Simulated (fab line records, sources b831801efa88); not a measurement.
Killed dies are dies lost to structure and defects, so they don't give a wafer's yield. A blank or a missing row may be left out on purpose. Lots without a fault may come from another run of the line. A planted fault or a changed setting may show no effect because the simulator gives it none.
fab line records | flow sky130
record lots=7 wafers=21 last_day=50
route steps=708 shown VIA2@520 METAL3@532 PAD_OPEN@708
lots that met no fault: from a run of the same line without faults
start_h: hours from the record's first day to the start of the lot's first wafer shown | wait_h: hours since the lot's step before | " the same as in the row above | L1.1+2: a row that stands for several wafers | - no value, or no start given | * or withheld: withheld | < > ~ a bound
route shown NAME@n: a module of which the file shows steps, and the number in the route of the first | usual: mean/standard deviation of fault-free wafers | same: alike in all rows | chamber/n: place in a boat | sites: the reading at each site | _std_site: their standard deviation | _edge_site: outer sites' mean less inner sites' | radius_mm: how far each site lies from the wafer's centre | mask NAME#n: copy n | behind: the tool/chamber that last shaped the wafer | hold: why the lot was held/for how many hours/how that ended | device: the transistor (n, p or np) that didn't switch | end of line: the same wafers' tests at the end of the route | a step without rows: its recipe alone | killed: dies lost to structure and defects at the first sort, not the wafer's yield | map: a wafer's dies, x killed, . not, _ none there
set.NAME: the setting as run; set.NAME@STEP: as run at that earlier step | model.NAME: the simulator's own value behind a step, which no gauge read
lots at some steps of the route; a table a step, a row a wafer
services: from which hour (start_h, from the record's first day; less than 0 if before it) a tool's chamber was out of use, for how many hours, and why
## steps
# step SKY_VIA2_OVL_MEAS_13
# usual VIA2_OVL=-2/5.4
# columns lot.wafer tool chamber start_h wait_h VIA2_OVL[nm]
L800.2 overlay-02 - 861.31 0.1 10
L800.3 " - " " -3
L800.6 " - " " 0
L801.2 overlay-01 - 868.47 0.1 4
L801.3 " - " " -2
L801.5 " - " " 5
L809.3 overlay-01 - 927.13 0.1 4
L809.4 " - " " 1
L809.5 " - " " 3
L808.2 overlay-02 - 934.13 0.1 -1
L808.4 " - " " -6
L808.6 " - " " 2
L810.4 overlay-01 - 936.33 0.1 -11
L810.5 " - " " -9
L810.6 " - " " -1
L817.1 overlay-02 - 976.01 0.1 -6
L817.3 " - " " -13
L817.5 " - " " -4
L821.2 overlay-01 - 1005.22 0.1 -4
L821.5 " - " " -8
L821.6 " - " " 5
# step SKY_VIA2_ETCH_14
# recipe chemistry=N2/H2 target=BARC ion_energy_ev=200 source_w=500 bias_w=100 pressure_mtorr=30 n2_flow_sccm=100 h2_flow_sccm=200 stop_on=SiO2 time_s=45.9 target_depth_a=600
# step SKY_VIA2_ETCH_15
# recipe target=SiO2 chemistry=C4F8/O2/Ar target_depth_nm=546 stop_on=TiN mask_material=KrF-thick source_w=1500 bias_w=1200 pressure_mtorr=40 c4f8_flow_sccm=withheld O2_flow_sccm=6 Ar_flow_sccm=300 time_s=84
# usual chamber_pressure_mTorr=40.01/0.046 oes_product_au=0.939/0.0047
# columns lot.wafer tool chamber start_h wait_h chamber_pressure_mTorr oes_product_au rf_hours_counter_h
L800.2 rie_diel-04 0 861.38 0.0 39.99 0.945 6
L800.3 " 1 " " 39.99 0.938 17
L800.6 " 1 " " 40.02 0.942 -
L801.2 rie_diel-02 3 868.54 0.0 39.95 0.938 4
L801.3 " 1 " " 40.08 0.940 11
L801.5 " 1 " " 40.12 0.930 -
L809.3 rie_diel-02 2 927.20 0.0 40.01 0.942 10
L809.4 " 3 " " 40.07 0.943 6
L809.5 " 1 " " 39.97 0.936 -
L808.2 rie_diel-03 2 934.20 0.0 40.04 0.939 3
L808.4 " 0 " " 39.98 0.941 23
L808.6 " 3 " " 40.00 0.950 -
L810.4 rie_diel-03 1 936.39 0.0 40.01 0.940 20
L810.5 " 0 " " 40.02 0.943 -
L810.6 " 3 " " 40.06 0.943 -
L817.1 rie_diel-03 3 976.09 0.0 39.96 0.942 12
L817.3 " 2 " " 39.98 0.946 4
L817.5 " 3 " " 39.98 0.934 -
L821.2 rie_diel-03 3 1005.29 0.0 39.97 0.941 13
L821.5 " 1 " " 39.95 0.942 -
L821.6 " 0 " " 40.08 0.945 -
# step SKY_VIA2_STRIP_16
# recipe chemistry=O2/N2 power_w=1400 pressure_mtorr=1500 platen_temp_c=withheld o2_flow_sccm=3000 n2_flow_sccm=300 overash_fraction=0.5
# usual chamber_pressure_mTorr=1499.9/1.5 drypump_motor_current_A=5.3/0.36 oes_product_au=0.399/0.0047 strip_time_to_endpoint_s=4.058/0.024
# columns lot.wafer tool chamber start_h wait_h chamber_pressure_mTorr drypump_motor_current_A oes_product_au rf_hours_counter_h strip_time_to_endpoint_s
L800.2 plasma_asher-04 0 861.44 0.0 1499.8 5.5 0.403 72 4.075
L800.3 " 0 " " 1499.2 5.5 0.399 - 4.081
L800.6 " 0 " " 1502.4 5.5 0.401 - 4.035
L801.2 plasma_asher-04 1 868.60 0.0 1501.7 5.3 0.400 73 4.039
L801.3 " 1 " " 1501.8 5.3 0.395 - 4.097
L801.5 " 1 " " 1500.7 5.3 0.392 - 4.074
L809.3 plasma_asher-01 1 927.29 0.1 1500.9 4.7 0.393 - 4.069
L809.4 " 0 " " 1499.6 5.8 0.404 - 4.024
L809.5 " 0 " " 1501.2 5.8 0.399 - 4.070
L808.2 plasma_asher-03 0 934.26 0.0 1499.5 5.2 0.392 50 4.065
L808.4 " 1 " " 1497.4 5.2 0.396 - 4.064
L808.6 " 0 " " 1500.3 5.2 0.389 - 4.049
L810.4 plasma_asher-04 0 936.49 0.1 1499.3 5.5 0.396 - 4.052
L810.5 " 1 " " 1501.1 5.3 0.400 - 4.077
L810.6 " 0 " " 1500.0 5.6 0.394 - 4.052
L817.1 plasma_asher-03 0 976.15 0.0 1498.4 5.2 0.394 54 4.047
L817.3 " 0 " " 1496.6 5.2 0.395 - 4.033
L817.5 " 0 " " 1502.1 5.2 0.399 - 4.090
L821.2 plasma_asher-03 0 1005.35 0.0 1500.8 5.2 0.404 56 4.066
L821.5 " 0 " " 1499.2 5.2 0.403 - 4.052
L821.6 " 1 " " 1497.1 5.2 0.409 - 4.085
# step SKY_VIA2_STRIP_17
# recipe chemistry=post_etch_residue_remover time_s=1200 temp_c=72.5
# step SKY_VIA2_CLEAN_18
# recipe chemistry=IPA time_s=180 temp_c=25
# step SKY_VIA2_CLEAN_19
# recipe chemistry=O3/DIW dry=n2_spin
# step SKY_VIA2_SPUTTER_20
# recipe material=TiN target_thk_nm=20 chamber_pressure_pa=5 power_w=4000 time_s=80
# usual cathode_dc_power_W=4000.0/0.75 chamber_pressure_pa=4.999/0.011 throttle_valve_pct=29.6/1.6
# columns lot.wafer tool chamber start_h wait_h cathode_dc_power_W chamber_pressure_pa throttle_valve_pct
L800.2 pvd_sputter-04 - 862.03 0.0 4000.4 4.987 30.4
L800.3 " - " " 3999.5 4.994 33.4
L800.6 " - " " 4001.8 4.994 33.1
L801.2 pvd_sputter-01 - 869.22 0.0 4000.3 5.009 29.7
L801.3 " - " " 3999.6 4.991 28.4
L801.5 " - " " 3999.7 5.002 28.6
L809.3 pvd_sputter-04 - 927.85 0.0 4000.0 5.000 31.2
L809.4 " - " " 3999.5 4.992 29.0
L809.5 " - " " 3999.5 5.000 33.1
L808.2 pvd_sputter-01 - 934.88 0.0 4000.5 5.004 29.3
L808.4 " - " " 3999.1 5.002 28.3
L808.6 " - " " 4000.9 4.995 29.8
L810.4 pvd_sputter-01 - 937.05 0.0 3999.2 5.012 29.7
L810.5 " - " " 3999.3 4.990 28.4
L810.6 " - " " 4000.9 4.994 28.3
L817.1 pvd_sputter-02 - 976.78 0.0 4000.4 4.992 26.9
L817.3 " - " " 3999.9 4.988 29.3
L817.5 " - " " 3999.3 5.019 27.0
L821.2 pvd_sputter-02 - 1005.95 0.0 3999.6 4.974 30.4
L821.5 " - " " 4000.5 4.976 29.2
L821.6 " - " " 3999.9 4.999 30.4
# step SKY_VIA2_CVD_21
# recipe material=W target_thk_nm=420 time_s=126.4 temp_c=400 pressure_torr=40
# usual heater_power_w=779/67
# columns lot.wafer tool chamber start_h wait_h heater_power_w
L800.2 cvd_w-02 1 862.10 0.0 825
L800.3 " 0 " " 691
L800.6 " 1 " " 820
L801.2 cvd_w-01 0 869.28 0.0 819
L801.3 " 1 " " 862
L801.5 " 0 " " 807
L809.3 cvd_w-01 0 927.96 0.1 757
L809.4 " 1 " " 842
L809.5 " 0 " " 767
L808.2 cvd_w-02 0 934.95 0.0 686
L808.4 " 0 " " 692
L808.6 " 0 " " 683
L810.4 cvd_w-02 1 937.15 0.1 832
L810.5 " 1 " " 811
L810.6 " 0 " " 694
L817.1 cvd_w-02 0 976.84 0.0 685
L817.3 " 0 " " 687
L817.5 " 1 " " 824
L821.2 cvd_w-01 0 1006.01 0.0 778
L821.5 " 1 " " 817
L821.6 " 0 " " 745
# step SKY_VIA2_RS_MEAS_22
# recipe thk_meas_gauge=four-point-probe reads=W_of_VIA2_CVD_21+TiN_of_VIA2_SPUTTER_20
# usual VIA2_W_RS=0.273/0.0031
# columns lot.wafer tool chamber start_h wait_h VIA2_W_RS[ohm/sq]
L800.2 film_metro-03 - 862.25 0.1 0.278
L800.3 " - " " 0.277
L800.6 " - " " 0.276
L801.2 film_metro-03 - 869.43 0.1 0.269
L801.3 " - " " 0.267
L801.5 " - " " 0.269
L809.3 film_metro-01 - 928.08 0.1 0.272
L809.4 " - " " 0.271
L809.5 " - " " 0.273
L808.2 film_metro-04 - 935.10 0.1 0.278
L808.4 " - " " 0.274
L808.6 " - " " 0.274
L810.4 film_metro-04 - 937.30 0.1 0.269
L810.5 " - " " 0.267
L810.6 " - " " 0.276
L817.1 film_metro-03 - 976.97 0.1 0.272
L817.3 " - " " 0.272
L817.5 " - " " 0.268
L821.2 film_metro-03 - 1006.16 0.1 0.273
L821.5 " - " " 0.278
L821.6 " - " " 0.273
# step SKY_VIA2_THK_MEAS_23
# recipe thk_meas_gauge=xrf reads=W_of_VIA2_CVD_21
# usual VIA2_W_THK=448/7.7
# columns lot.wafer tool chamber start_h wait_h VIA2_W_THK[nm]
L800.2 film_metro-03 - 862.36 0.1 437
L800.3 " - " " 435
L800.6 " - " " 437
L801.2 film_metro-03 - 869.54 0.1 449
L801.3 " - " " 450
L801.5 " - " " 448
L809.3 film_metro-01 - 928.18 0.1 442
L809.4 " - " " 445
L809.5 " - " " 440
L808.2 film_metro-04 - 935.21 0.1 442
L808.4 " - " " 447
L808.6 " - " " 447
L810.4 film_metro-04 - 937.39 0.1 461
L810.5 " - " " 469
L810.6 " - " " 448
L817.1 film_metro-03 - 977.09 0.1 446
L817.3 " - " " 448
L817.5 " - " " 454
L821.2 film_metro-03 - 1006.27 0.1 437
L821.5 " - " " 428
L821.6 " - " " 441
# step SKY_VIA2_CMP_24
# recipe stop_on=SiO2 t_overpolish_s=20 down_force_psi=3.5 platen_rpm=60 target_thk_nm=0 pad_velocity_m_s=0.94248
# usual motor_current_A=11.4/1.3 overpolish_run_s=20.001/0.0083 time_to_endpoint_s=99/3.8
# columns lot.wafer tool chamber start_h wait_h motor_current_A overpolish_run_s time_to_endpoint_s
L800.2 cmp-02 2 862.46 0.1 10.4 19.997 97
L800.3 " 3 " " 10.4 19.991 98
L800.6 " 1 " " 14.5 19.995 99
L801.3 cmp-02 1 869.59 0.0 14.8 20.003 102
L801.2 " 2 " " 10.0 20.007 108
L801.5 " 1 " " 14.3 19.995 103
L809.3 cmp-01 1 928.22 0.0 11.2 19.981 94
L809.4 " 3 " " 10.1 19.994 101
L809.5 " 1 " " 10.6 19.996 91
L808.4 cmp-02 1 935.26 0.0 14.6 20.004 98
L808.2 " 0 " " 11.0 19.996 104
L808.6 " 1 " " 14.5 19.992 100
L810.4 cmp-02 3 937.47 0.1 10.8 20.007 106
L810.6 " 2 " " 10.9 20.005 102
L810.5 " 3 " " 10.3 20.020 108
L817.1 cmp-01 1 977.20 0.1 11.6 19.985 95
L817.3 " 2 " " 12.9 20.006 100
L817.5 " 0 " " 11.9 19.994 100
L821.2 cmp-02 0 1006.42 0.1 11.1 19.995 102
L821.6 " 2 " " 10.2 19.991 104
L821.5 " 3 " " 10.8 19.992 103
# step SKY_METAL3_SPUTTER_00
# recipe material=Ti target_thk_nm=15 power_w=3000 time_s=10 chamber_pressure_pa=0.4
# usual cathode_dc_power_W=3000.0/0.53 chamber_pressure_pa=0.4000/0.00082 throttle_valve_pct=29.3/1.2
# columns lot.wafer tool chamber start_h wait_h cathode_dc_power_W chamber_pressure_pa throttle_valve_pct
L800.2 pvd_sputter-03 - 862.71 0.2 3000.5 0.3985 28.3
L800.3 " - " " 3000.1 0.4016 29.6
L800.6 " - " " 3000.4 0.4005 29.3
L801.2 pvd_sputter-02 - 869.89 0.2 3000.4 0.3991 31.6
L801.3 " - " " 3000.4 0.4010 30.5
L801.5 " - " " 3000.4 0.3983 26.8
L809.3 pvd_sputter-02 - 928.52 0.2 - - -
L809.4 " - " " - - -
L809.5 " - " " - - -
L808.2 pvd_sputter-02 - 935.56 0.1 - - -
L808.4 " - " " - - -
L808.6 " - " " - - -
L810.4 pvd_sputter-02 - 937.72 0.2 - - -
L810.5 " - " " - - -
L810.6 " - " " - - -
L817.1 pvd_sputter-03 - 977.45 0.2 3001.2 0.4008 28.9
L817.3 " - " " 2999.5 0.3992 28.2
L817.5 " - " " 2999.8 0.4007 30.7
L821.2 pvd_sputter-01 - 1006.62 0.1 2999.6 0.3997 28.5
L821.5 " - " " 2999.6 0.3992 29.3
L821.6 " - " " 2999.8 0.3996 29.7
# step SKY_METAL3_SPUTTER_01
# recipe material=TiN target_thk_nm=20 power_w=6500 time_s=16.7 chamber_pressure_pa=0.4
# step SKY_PAD_OPEN_PROBE_99
# usual defect_limited_yield=82.5/1.9 killed_at_M0_to_M3=43/7.2 killed_at_M4_up=3.1/1.8 killed_at_contacts=24/5.4 killed_at_front_end=15/4.4 killed_at_other=0.4/0.56 killed_dies=86/9.3 killed_open=47/6.9 killed_short=39/6.6 sort_bin_3_pad_short=0.9/0.43 sort_bin_5_function=10.4/1.5 sort_bin_6_memory=6.2/1.1 sort_n_pass=406/9.3 sort_yield_pct=82.5/1.9
# same gross_dies=492 killed_at_back_side=0 sort_bin_4_leakage[%]=0 sort_bin_8_speed[%]=0
# columns lot.wafer tool chamber start_h wait_h defect_limited_yield[%] killed_at_M0_to_M3 killed_at_M4_up killed_at_contacts killed_at_front_end killed_at_other killed_dies killed_open killed_short sort_bin_3_pad_short[%] sort_bin_5_function[%] sort_bin_6_memory[%] sort_n_pass sort_yield_pct[%] model.etest.via2_chain.rc_ohm
L800.2 prober-01 - 1084.57 0.1 82.5 46 6 17 16 1 86 45 41 0.8 10.2 6.5 406 82.5 10.39
L800.3 prober-01 - 1084.62 0.2 82.1 44 5 25 14 0 88 34 54 0.8 9.6 7.5 404 82.1 10.78
L800.6 prober-01 - 1084.77 0.2 80.7 58 1 25 11 0 95 54 41 0.8 10.0 8.5 397 80.7 10.49
L801.2 prober-01 - 1092.31 0.1 85.2 32 4 21 15 1 73 35 38 0.6 9.6 4.7 419 85.2 9.974
L801.3 prober-01 - 1092.36 0.2 82.3 32 1 31 23 0 87 41 45 0.6 10.6 6.5 405 82.3 9.706
L801.5 prober-01 - 1092.46 0.2 84.3 33 3 26 15 0 77 42 34 0.2 10.6 4.9 415 84.3 10.04
L809.3 prober-02 - 1138.79 0.2 81.3 52 4 21 14 1 92 52 40 0.6 11.8 6.3 400 81.3 10.8
L809.4 prober-02 - 1138.84 0.2 81.9 54 5 23 7 0 89 47 42 0.8 10.6 6.7 403 81.9 10.83
L809.5 prober-02 - 1138.89 0.2 82.9 49 2 23 10 0 84 48 36 1.2 10.6 5.3 408 82.9 10.69
L808.2 prober-01 - 1142.22 0.1 84.3 34 1 21 20 1 77 41 35 0.6 10.4 4.7 415 84.3 11.27
L808.4 prober-01 - 1142.32 0.2 82.7 37 5 32 10 1 85 47 38 1.4 10.6 5.3 407 82.7 10.67
L808.6 prober-01 - 1142.42 0.2 81.9 52 2 29 6 0 89 50 38 0.4 12.0 5.7 403 81.9 10.54
L810.4 prober-02 - 1143.91 0.2 83.1 40 5 25 13 0 83 52 31 1.0 10.2 5.7 409 83.1 10.22
L810.5 prober-02 - 1143.96 0.2 76.8 50 3 32 29 0 114 57 57 0.2 15.2 7.7 378 76.8 10.37
L810.6 prober-02 - 1144.01 0.2 82.5 55 2 16 13 0 86 54 32 1.0 11.0 5.5 406 82.5 10.37
L817.1 prober-01 - 1181.15 0.1 82.3 40 5 27 15 0 87 49 38 0.2 12.6 4.9 405 82.3 9.096
L817.3 prober-01 - 1181.25 0.2 82.5 58 0 14 14 0 86 44 42 2.0 8.7 6.7 406 82.5 10.03
L817.5 prober-01 - 1181.35 0.2 83.5 47 2 15 17 0 81 52 29 0.6 10.6 5.3 411 83.5 9.559
L821.2 prober-01 - 1196.75 0.1 85.0 35 5 14 18 2 74 44 28 0.6 8.7 5.7 418 85.0 8.982
L821.5 prober-01 - 1196.90 0.2 83.9 44 6 16 12 1 79 37 40 1.6 8.7 5.7 413 83.9 9.499
L821.6 prober-01 - 1196.95 0.2 84.1 36 2 29 10 1 78 43 34 0.6 9.1 6.1 414 84.1 9.808
# killed by level:class
L800.2 VIA1:geometric_particle:open=9 VIA3:geometric_particle:open=8 CONTACT:geometric_particle:open=6 VIA2:geometric_particle:open=6 VIA1:geometric_particle:short=5 VIA3:geometric_particle:short=5 FIELD_ISO:geometric_particle:short=4 POLY_GATE:geometric_particle:open=4
L800.3 POLY_GATE:geometric_particle:short=9 CONTACT:geometric_particle:open=9 VIA1:geometric_particle:short=9 LI_CONTACT:geometric_particle:open=6 METAL3:geometric_particle:short=6 VIA1:geometric_particle:open=6 CONTACT:geometric_particle:short=5 VIA3:geometric_particle:open=5
L800.6 CONTACT:geometric_particle:open=10 VIA3:geometric_particle:open=10 VIA2:geometric_particle:open=9 METAL1:geometric_particle:short=8 VIA1:geometric_particle:open=8 LI_CONTACT:geometric_particle:open=7 VIA1:geometric_particle:short=7 VIA3:geometric_particle:short=6
L801.2 VIA1:geometric_particle:open=8 FIELD_ISO:geometric_particle:short=6 LI_CONTACT:geometric_particle:open=6 VIA3:geometric_particle:open=6 CONTACT:geometric_particle:short=5 LOCAL_INTERCONNECT:geometric_particle:short=4 METAL1:geometric_particle:short=4 VIA2:geometric_particle:open=4
L801.3 LI_CONTACT:geometric_particle:open=12 FIELD_ISO:geometric_particle:short=7 POLY_GATE:geometric_particle:short=6 CONTACT:geometric_particle:open=6 METAL1:geometric_particle:short=6 VIA3:geometric_particle:open=6 LI_CONTACT:geometric_particle:short=5 METAL2:geometric_particle:short=5
L801.5 LI_CONTACT:geometric_particle:open=10 VIA1:geometric_particle:open=10 CONTACT:geometric_particle:open=7 FIELD_ISO:geometric_particle:short=6 LOCAL_INTERCONNECT:geometric_particle:short=4 METAL2:geometric_particle:short=4 VIA2:geometric_particle:open=4 VIA3:geometric_particle:open=4
L809.3 VIA1:geometric_particle:open=15 VIA1:geometric_particle:short=9 VIA2:geometric_particle:open=9 METAL2:geometric_particle:short=7 LOCAL_INTERCONNECT:geometric_particle:short=6 LI_CONTACT:geometric_particle:open=5 CONTACT:geometric_particle:open=5 POLY_GATE:geometric_particle:open=4
L809.4 VIA1:geometric_particle:open=11 CONTACT:geometric_particle:open=9 VIA3:geometric_particle:open=9 METAL1:geometric_particle:short=6 VIA1:geometric_particle:short=5 VIA3:geometric_particle:short=4 LI_CONTACT:geometric_particle:open=4 LOCAL_INTERCONNECT:geometric_particle:short=4
L809.5 VIA1:geometric_particle:open=14 METAL1:geometric_particle:short=11 CONTACT:geometric_particle:open=9 METAL2:geometric_particle:short=5 LI_CONTACT:geometric_particle:open=5 VIA2:geometric_particle:open=5 FIELD_ISO:geometric_particle:open=4 LOCAL_INTERCONNECT:geometric_particle:short=4
L808.2 CONTACT:geometric_particle:open=11 FIELD_ISO:geometric_particle:short=8 VIA1:geometric_particle:open=7 VIA1:geometric_particle:short=6 LI_CONTACT:geometric_particle:open=5 VIA3:geometric_particle:open=5 VIA2:geometric_particle:open=5 METAL2:geometric_particle:short=4
L808.4 CONTACT:geometric_particle:open=14 VIA1:geometric_particle:open=8 CONTACT:geometric_particle:short=7 LI_CONTACT:geometric_particle:open=6 METAL1:geometric_particle:short=6 VIA2:geometric_particle:short=5 VIA2:geometric_particle:open=5 VIA3:geometric_particle:open=5
L808.6 CONTACT:geometric_particle:open=14 VIA1:geometric_particle:open=14 METAL2:geometric_particle:short=11 METAL1:geometric_particle:short=6 VIA3:geometric_particle:open=6 CONTACT:geometric_particle:short=5 VIA2:geometric_particle:open=5 LOCAL_INTERCONNECT:geometric_particle:open=4
L810.4 VIA2:geometric_particle:open=12 VIA1:geometric_particle:open=12 CONTACT:geometric_particle:open=10 LI_CONTACT:geometric_particle:open=5 LOCAL_INTERCONNECT:geometric_particle:short=5 CONTACT:geometric_particle:short=5 METAL2:geometric_particle:short=5 POLY_GATE:geometric_particle:open=4
L810.5 CONTACT:geometric_particle:open=13 FIELD_ISO:geometric_particle:short=10 METAL2:geometric_particle:short=10 LI_CONTACT:geometric_particle:open=9 FIELD_ISO:geometric_particle:open=8 VIA1:geometric_particle:short=8 VIA1:geometric_particle:open=7 VIA3:geometric_particle:open=7
L810.6 VIA1:geometric_particle:open=18 VIA3:geometric_particle:open=9 LI_CONTACT:geometric_particle:open=7 METAL2:geometric_particle:short=7 FIELD_ISO:geometric_particle:open=6 VIA2:geometric_particle:open=5 CONTACT:geometric_particle:open=4 METAL1:geometric_particle:short=4
L817.1 VIA1:geometric_particle:open=11 LI_CONTACT:geometric_particle:open=8 LOCAL_INTERCONNECT:geometric_particle:short=7 VIA2:geometric_particle:open=7 VIA3:geometric_particle:open=7 FIELD_ISO:geometric_particle:open=5 POLY_GATE:geometric_particle:short=4 METAL4:geometric_particle:short=4
L817.3 VIA1:geometric_particle:open=14 METAL2:geometric_particle:short=10 METAL1:geometric_particle:short=8 VIA2:geometric_particle:open=7 CONTACT:geometric_particle:open=6 VIA1:geometric_particle:short=5 LI_CONTACT:geometric_particle:open=4 VIA3:geometric_particle:short=4
L817.5 VIA2:geometric_particle:open=12 VIA1:geometric_particle:open=11 CONTACT:geometric_particle:open=8 METAL2:geometric_particle:short=7 LI_CONTACT:geometric_particle:open=6 METAL1:geometric_particle:short=6 FIELD_ISO:geometric_particle:short=5 POLY_GATE:geometric_particle:open=5
L821.2 VIA1:geometric_particle:open=9 LI_CONTACT:geometric_particle:open=8 POLY_GATE:geometric_particle:open=6 VIA2:geometric_particle:open=5 VIA1:geometric_particle:short=4 VIA3:geometric_particle:open=4 FIELD_ISO:geometric_particle:short=3 METAL1:geometric_particle:short=3
L821.5 VIA3:geometric_particle:open=7 VIA2:geometric_particle:open=7 VIA1:geometric_particle:open=6 LI_CONTACT:geometric_particle:open=5 VIA2:geometric_particle:short=5 FIELD_ISO:geometric_particle:open=4 LOCAL_INTERCONNECT:geometric_particle:short=4 METAL1:geometric_particle:short=4
L821.6 CONTACT:geometric_particle:open=10 VIA3:geometric_particle:open=10 VIA1:geometric_particle:open=9 LI_CONTACT:geometric_particle:open=7 CONTACT:geometric_particle:short=6 POLY_GATE:geometric_particle:open=4 FIELD_ISO:geometric_particle:short=3 LI_CONTACT:geometric_particle:short=3
## services
# columns tool chamber start_h hours kind
rie_diel-04 3 837.75 6.3 repair
rie_diel-03 0 837.87 2.5 repair
rie_diel-02 1 845.17 14.1 repair
cvd_w-02 1 845.55 10.0 repair
pvd_sputter-03 - 851.53 0.9 repair
cmp-01 - 859.78 1.6 repair
cmp-01 - 862.84 0.2 repair
cmp-02 - 872.72 0.3 repair
pvd_sputter-02 - 880.29 3.3 repair
cmp-01 - 889.94 1.7 repair
rie_diel-04 0 892.37 4.4 repair
rie_diel-02 3 902.15 10.7 repair
cmp-02 - 902.63 3.3 pm
cvd_w-01 - 904.00 14.0 pm
rie_diel-03 1 909.01 7.3 repair
cmp-01 - 913.95 4.0 pm
rie_diel-03 0 919.46 7.2 repair
cvd_w-02 - 923.96 0.9 repair
cmp-02 - 946.94 0.8 repair
rie_diel-03 2 947.79 2.4 repair
rie_diel-02 2 962.28 14.0 repair
plasma_asher-03 - 988.74 5.0 repair
rie_diel-03 1 996.79 3.9 repair
pvd_sputter-03 - 1003.82 0.9 repair
## key
first_sign step=SKY_METAL3_SPUTTER_00 reading=tool_record direction=missing
effect none on later readings
model_effect step=SKY_PAD_OPEN_PROBE_99 value=etest.via2_chain.rc_ohm without=9.702 struck=10.64
met_at SKY_METAL3_SPUTTER_00
struck_wafers L808.2,L808.4,L808.6,L809.3,L809.4,L809.5,L810.4,L810.5,L810.6
onset_between 869.89 928.52
fault kind=skipped_step_whole tool=pvd_sputter-02 chamber=- onset_h=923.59 steps=SKY_METAL3_SPUTTER_00 scope=struck_lots_only
